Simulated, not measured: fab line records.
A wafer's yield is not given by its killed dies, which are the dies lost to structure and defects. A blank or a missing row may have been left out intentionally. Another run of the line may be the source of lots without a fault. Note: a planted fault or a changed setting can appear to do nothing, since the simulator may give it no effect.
Problem report, 8D (eight disciplines) form, completed by code || flow sky130 || the parts of the form that need people (team, actions taken, sign-off) are left out

== 1. THE PROBLEM ==
Across 6 wafers from 2 lots, LI_CONTACT_W_RS at SKY_LI_CONTACT_RS_MEAS_22 averages 0.253 ohm/sq, while fault-free wafers read 0.285 ohm/sq with a standard deviation of 0.0039. Relative to the usual mean, that is a shift of -8.2 standard deviations.
The step: measures by four-point-probe.
First seen on wafer L399.3, day 33 02:31, on filmMetro-01. Wafers with a number at this step in the record: 36, from 12 lots. The rule behind "out" and "out of limits": a value lying over 4 standard deviations away from the usual mean. The rest of the wafers with a number are treated as sound.

== 2. WHAT IT IS, WHAT IT ISN'T ==
{"question": "which readings at this step", "is": "LI_CONTACT_W_RS", "is not": "-"}
{"question": "which lots", "is": "L399, L401", "is not": "L388, L389, L393, L397, L400, L404, L407, L408, L409, L410"}
{"question": "which wafers of those lots", "is": "all that have a number", "is not": "-"}
{"question": "read on which gauges", "is": "filmMetro-01, filmMetro-04", "is not": "filmMetro-03"}
{"question": "when", "is": "from day 33 02:31", "is not": "up to then (12 sound wafers); but 18 sound wafers of L400, L404, L407, L408, L409, L410 came after"}

== 3. WHAT RULES OUT EACH SUSPECT ==
Counting: a tool stays on the suspect list if, at a process step up to the reading, it processed all lots that are out and no sound lot following the first of them.
- ruled out: the gauge at SKY_LI_CONTACT_RS_MEAS_22. 2 gauges (filmMetro-01, filmMetro-04) read the wafers that are out.
- cvdW-02 at SKY_LI_CONTACT_CVD_21 (deposits W, target thk 400 nm, time 120.56 s): ruled out as a lasting fault. Following L399 (day 33 02:23), the first lot on it that is out, the sound lots L409, L410 were run on it.
Left after counting: nothing in the record.

== 4. THE CAUSE (what the simulator had put in) ==
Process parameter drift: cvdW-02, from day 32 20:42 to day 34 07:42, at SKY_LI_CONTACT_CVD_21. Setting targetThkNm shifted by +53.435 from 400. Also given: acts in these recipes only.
The count ruled it out by mistake, since the rule takes a fault to strike every lot its tool runs from the start of the fault on, and this one did not do so.

== 5. THE EFFECT CHAIN, in route order ==
Rows list readings where the struck wafers' mean (over those with a number) sits beyond 3 standard deviations from the usual. Readings are gone through only where the record gives a usual standard deviation; hours: the median, over the lots, of the time from a lot's start at the first step in this table giving one to that lot's start at this step; sigmas: the change measured in usual standard deviations.
{"hours": 0, "step": "SKY_LI_CONTACT_RS_MEAS_22", "reading": "LI_CONTACT_W_RS", "usual": "0.285 ohm/sq", "on struck wafers": 0.253, "change": -0.032, "sigmas": -8.2}
{"hours": 0, "step": "SKY_LI_CONTACT_THK_MEAS_23", "reading": "LI_CONTACT_W_THK", "usual": "400 nm", "on struck wafers": 453, "change": "+53", "sigmas": "+5.8"}
{"hours": 0, "step": "SKY_LI_CONTACT_CMP_24", "reading": "timeToEndpointS", "usual": "97 s", "on struck wafers": 110, "change": "+14", "sigmas": "+3.4"}
Here are the process steps it includes:
- SKY_LI_CONTACT_CMP_24: polishes, stops on PSG, t overpolish 20 s, target thk 0 nm.

== 6. WHAT WOULD HAVE CAUGHT IT SOONER ==
In this record the first reading out of limits at a measuring or inspecting step was taken at day 33 02:31, 6 hours after the fault began at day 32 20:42.
Of the tool readings at SKY_LI_CONTACT_CVD_21 for which the record gives a usual standard deviation, none was out on any struck wafer, so an alarm limit of 4 standard deviations on them would not have fired.
